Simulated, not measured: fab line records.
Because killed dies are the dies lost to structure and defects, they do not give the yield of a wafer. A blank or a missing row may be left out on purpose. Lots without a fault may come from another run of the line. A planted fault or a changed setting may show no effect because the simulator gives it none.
The tool behind it: which one?    flow sky130    11 lots with 33 wafers sampled at 5 steps, on a route of 708 steps

== WHAT THE GAUGES READ, wafer by wafer ==
The record holds no reading of a measuring or inspecting step that can be judged against a usual standard deviation.

== EACH LOT AND THE TOOL THAT RAN IT (in order: tool; ch and the chambers of the sampled wafers; start) ==
lot   SKY_VIA3_CLEAN_19                SKY_VIA4_CVD_18                SKY_METAL5_STRIP_16                   SKY_PAD_OPEN_STRIP_08                 SKY_PAD_OPEN_PROBE_99
L686  wet-bench-02 ch 0, day 39 18:02  cvd-w-01 ch 0,1, day 42 23:14  plasma-asher-04 ch 0,1, day 43 23:06  plasma-asher-01 ch 0,1, day 45 18:59  prober-01, day 45 21:11
L688  wet-bench-02 ch 0, day 40 06:17  cvd-w-02 ch 0,1, day 43 09:59  plasma-asher-02 ch 0,1, day 44 09:47  plasma-asher-03 ch 0,1, day 46 05:11  prober-01, day 46 07:27
L689  wet-bench-02 ch 3, day 40 17:13  cvd-w-01 ch 1, day 43 20:32    plasma-asher-01 ch 0,1, day 44 19:32  plasma-asher-03 ch 0,1, day 46 14:14  prober-02, day 46 16:32
L691  wet-bench-04 ch 0, day 41 10:58  cvd-w-01 ch 0, day 44 12:41    plasma-asher-02 ch 0,1, day 45 11:32  plasma-asher-03 ch 0, day 47 06:11    prober-02, day 47 08:58
L692  wet-bench-03 ch 0, day 42 01:41  cvd-w-02 ch 1, day 45 02:22    plasma-asher-04 ch 0,1, day 45 23:45  plasma-asher-01 ch 0,1, day 47 17:13  prober-01, day 47 19:47
L699  wet-bench-02 ch 2, day 43 22:56  cvd-w-01 ch 0,1, day 46 18:56  plasma-asher-01 ch 0,1, day 47 15:55  plasma-asher-04 ch 0,1, day 49 07:17  prober-01, day 49 09:32
L701  wet-bench-02 ch 1, day 44 08:05  cvd-w-02 ch 0,1, day 47 03:34  plasma-asher-01 ch 1, day 48 01:02    plasma-asher-04 ch 0,1, day 49 13:56  prober-01, day 49 16:13
L702  wet-bench-04 ch 3, day 44 12:02  cvd-w-02 ch 0,1, day 47 07:17  plasma-asher-01 ch 0,1, day 48 03:57  plasma-asher-04 ch 0,1, day 49 17:29  prober-02, day 49 19:43
L703  wet-bench-02 ch 0, day 44 15:01  cvd-w-02 ch 0,1, day 47 09:26  plasma-asher-04 ch 0,1, day 48 05:50  plasma-asher-03 ch 0,1, day 49 19:23  prober-01, day 49 21:35
L704  wet-bench-04 ch 0, day 44 23:50  cvd-w-01 ch 0,1, day 47 17:47  plasma-asher-04 ch 0,1, day 48 14:26  plasma-asher-03 ch 0,1, day 50 02:23  prober-02, day 50 04:38
L707  wet-bench-03 ch 0, day 45 23:32  cvd-w-01 ch 0,1, day 48 15:44  plasma-asher-04 ch 0,1, day 49 10:17  plasma-asher-04 ch 0,1, day 50 19:50  prober-01, day 50 22:05
- SKY_VIA3_CLEAN_19: cleans in O3/DIW.
- SKY_VIA4_CVD_18: deposits W, target thk 505 nm, time 152.14 s.
- SKY_METAL5_STRIP_16: strips in O2/N2.
- SKY_PAD_OPEN_STRIP_08: strips in O2/N2.
- SKY_PAD_OPEN_PROBE_99

== WHAT THE TOOLS THEMSELVES READ (means of the sampled wafers that have a number; where no wafer has one, the mark that the record gives instead) ==
SKY_VIA4_CVD_18. Usual: 883 W for heater-power-w, sd 27.
lot   tool      heater-power-w (W)  flag
L686  cvd-w-01  874                 
L688  cvd-w-02  862                 
L689  cvd-w-01  904                 
L691  cvd-w-01  850                 
L692  cvd-w-02  855                 
L699  cvd-w-01  912                 
L701  cvd-w-02  898                 
L702  cvd-w-02  862                 
L703  cvd-w-02  890                 
L704  cvd-w-01  905                 
L707  cvd-w-01  879                 

SKY_METAL5_STRIP_16. Usual: chamber-pressure-mTorr 1499.9 mTorr, standard deviation 1.4; drypump-motor-current-A 5.7 A, standard deviation 0.36; o2-flow-sccm 3001 sccm, standard deviation 9.2; oes-product-au 0.710 a.u., standard deviation 0.0048; strip-time-to-endpoint-s 13.01 s, standard deviation 0.17.
lot   tool             chamber-pressure-mTorr (mTorr)  drypump-motor-current-A (A)  o2-flow-sccm (sccm)  oes-product-au (a.u.)  strip-time-to-endpoint-s (s)  flag
L686  plasma-asher-04  1499.1                          6.0                          3005                 0.710                  12.81                         
L688  plasma-asher-02  1499.8                          5.6                          2994                 0.710                  13.06                         
L689  plasma-asher-01  1500.3                          5.2                          3007                 0.711                  13.20                         
L691  plasma-asher-02  1500.7                          5.7                          2996                 0.710                  13.30                         
L692  plasma-asher-04  1500.0                          6.0                          2992                 0.708                  12.79                         
L699  plasma-asher-01  1499.3                          5.2                          2996                 0.710                  12.93                         
L701  plasma-asher-01  1499.9                          5.2                          3004                 0.710                  13.12                         
L702  plasma-asher-01  1499.9                          5.2                          3001                 0.709                  13.02                         
L703  plasma-asher-04  1499.7                          6.1                          3006                 0.710                  12.95                         
L704  plasma-asher-04  1499.4                          6.0                          3005                 0.711                  12.87                         
L707  plasma-asher-04  1500.0                          6.1                          3007                 0.703                  13.13                         

SKY_PAD_OPEN_STRIP_08. Usual: chamber-pressure-mTorr 1500.0 mTorr, standard deviation 1.5; drypump-motor-current-A 5.8 A, standard deviation 0.48; o2-flow-sccm 3000 sccm, standard deviation 9.5; oes-product-au 0.663 a.u., standard deviation 0.0044; strip-time-to-endpoint-s 37.03 s, standard deviation 0.084.
lot   tool             chamber-pressure-mTorr (mTorr)  drypump-motor-current-A (A)  o2-flow-sccm (sccm)  oes-product-au (a.u.)  strip-time-to-endpoint-s (s)  flag
L686  plasma-asher-01  1500.4                          5.2                          3002                 0.663                  37.08                         
L688  plasma-asher-03  1502.4                          6.3                          3004                 0.661                  37.00                         
L689  plasma-asher-03  1499.1                          6.3                          2983                 0.663                  36.94                         
L691  plasma-asher-03  1499.5                          5.9                          3003                 0.662                  37.06                         
L692  plasma-asher-01  1499.5                          5.2                          3007                 0.661                  37.02                         
L699  plasma-asher-04  1499.1                          6.0                          3003                 0.661                  36.96                         
L701  plasma-asher-04  1498.8                          6.1                          2996                 0.661                  37.07                         
L702  plasma-asher-04  1500.3                          6.1                          3000                 0.665                  37.09                         
L703  plasma-asher-03  1500.7                          6.1                          3004                 0.661                  37.01                         
L704  plasma-asher-03  1502.2                          6.1                          3009                 0.664                  37.11                         
L707  plasma-asher-04  1501.5                          6.1                          2990                 0.662                  37.06                         

SKY_PAD_OPEN_PROBE_99. Usual: defect-limited-yield 82.5 %, standard deviation 1.9; killed_at_M0_to_M3 42, standard deviation 6.9; killed_at_M4_up 3.2, standard deviation 1.7; killed-at-contacts 25, standard deviation 5.1; killed-at-front-end 15, standard deviation 4.5; killed-at-other 0.4, standard deviation 0.63; killed-dies 86, standard deviation 9.3; killed-open 46, standard deviation 7; killed-short 39, standard deviation 6.9; sort_bin_3_pad_short 0.9 %, standard deviation 0.45; sort_bin_5_function 10.4 %, standard deviation 1.5; sort_bin_6_memory 6.3 %, standard deviation 1.1; sort-n-pass 406, standard deviation 9.3; sort-yield-pct 82.5 %, standard deviation 1.9.
lot   tool       defect-limited-yield (%)  killed_at_M0_to_M3  killed_at_M4_up  killed-at-contacts  killed-at-front-end  killed-at-other  killed-dies  killed-open  killed-short  sort_bin_3_pad_short (%)  sort_bin_5_function (%)  sort_bin_6_memory (%)  sort-n-pass  sort-yield-pct (%)  flag
L686  prober-01  82.2                      38                  3.0              28                  18                   0.0              87           53           34            0.7                       10.6                     6.5                    405          82.2                
L688  prober-01  82.7                      39                  4.0              23                  19                   0.0              85           43           42            0.8                       9.9                      6.6                    407          82.7                
L689  prober-02  82.1                      40                  4.7              25                  18                   0.0              88           52           36            0.8                       11.1                     6.0                    404          82.1                
L691  prober-02  83.4                      38                  2.7              21                  19                   0.7              82           43           38            0.5                       9.0                      7.0                    410          83.4                
L692  prober-01  82.7                      45                  1.7              22                  16                   1.3              85           44           41            0.9                       10.4                     6.0                    407          82.7                
L699  prober-01  72.0                      96                  3.0              24                  15                   0.0              138          42           32            3.9                       17.5                     6.6                    354          72.0                OFF
L701  prober-01  82.8                      38                  3.0              28                  15                   0.3              84           45           39            0.9                       9.9                      6.4                    408          82.8                
L702  prober-02  82.0                      46                  2.7              24                  15                   0.7              89           46           42            0.9                       10.9                     6.2                    403          82.0                
L703  prober-01  83.1                      44                  2.7              23                  13                   0.7              83           45           37            0.9                       8.8                      7.0                    409          83.1                
L704  prober-02  82.2                      45                  3.3              24                  15                   0.3              88           50           38            1.2                       9.8                      6.8                    404          82.2                
L707  prober-01  80.5                      49                  2.7              26                  17                   0.3              96           45           51            1.1                       11.9                     6.6                    396          80.5                

== THE ANSWER, worked out from the rows above alone ==
Rule: a lot is off if the mean of its wafers that have a number lies more than 3 standard deviations from the usual mean. Also off: a lot with no number at a reading for which 4 or more lots have one. Where the step has rows for the other lots, those lots are counted as sound. The gauges are gone through in route order, then the tools' own readings, and for those a lot's mean is taken as printed above. At the first step where some lot is off, the reading lying furthest off is the one used; lots without a number count as furthest.
Off at SKY_PAD_OPEN_PROBE_99 (killed_at_M0_to_M3): L699.
If a tool, at that step or one of the process steps before it, ran each lot that is off and ran no sound lot following the first of them, it fits. No candidate that was tried fits.

== WHAT THE SIMULATOR HAD INSERTED ==
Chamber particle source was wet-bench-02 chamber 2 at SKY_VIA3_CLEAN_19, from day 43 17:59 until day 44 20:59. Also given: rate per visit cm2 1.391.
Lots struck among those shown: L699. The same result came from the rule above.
